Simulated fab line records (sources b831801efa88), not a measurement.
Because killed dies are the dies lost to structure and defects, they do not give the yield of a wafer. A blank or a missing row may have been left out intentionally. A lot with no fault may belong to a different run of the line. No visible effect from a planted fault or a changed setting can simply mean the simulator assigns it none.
Matching of chambers    flow gf180mcu    GF_V3_CVD_02 on pecvd-01 has 3 sister chambers
The step deposits SiO2 from TEOS, target thk 850 nm, time 94.851 s. 3 wafers are shown with their chamber, then 6 later ones without.

EACH WAFER AND ITS CHAMBER
wafer   chamber  heater power w (W)
L295.6  1        749
L298.1  0        567
L298.3  2        413

WAFERS WITHOUT THEIR CHAMBER
wafer   heater power w (W)
L298.5  595
L300.3  584
L300.4  625
L300.5  772
L308.1  449
L308.2  825

WHICH CHAMBER EACH WENT THROUGH
wafer   from the rows above      in truth
L298.5  0                        0
L300.3  0                        0
L300.4  can't be placed: 0 or 1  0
L300.5  1                        1
L308.1  can't be placed: 2 or 0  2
L308.2  1                        1
Placed correctly: 4 of 6. Not placeable from these rows: 2 (in 2, the candidates include the true chamber). Placed wrongly: 0.
How it was worked out, from the rows above alone: a wafer's distance from a chamber is the root of the sum, over the readings, of the square of ((its reading less the chamber's mean) divided by the reading's scatter). The wafer belongs to the nearest chamber; if the next one is less than 2 further off, it can't be placed. A chamber's mean is the mean of its shown wafers. The scatter: root of mean squared gap, hidden wafer to nearest shown wafer, with one shown wafer a chamber.
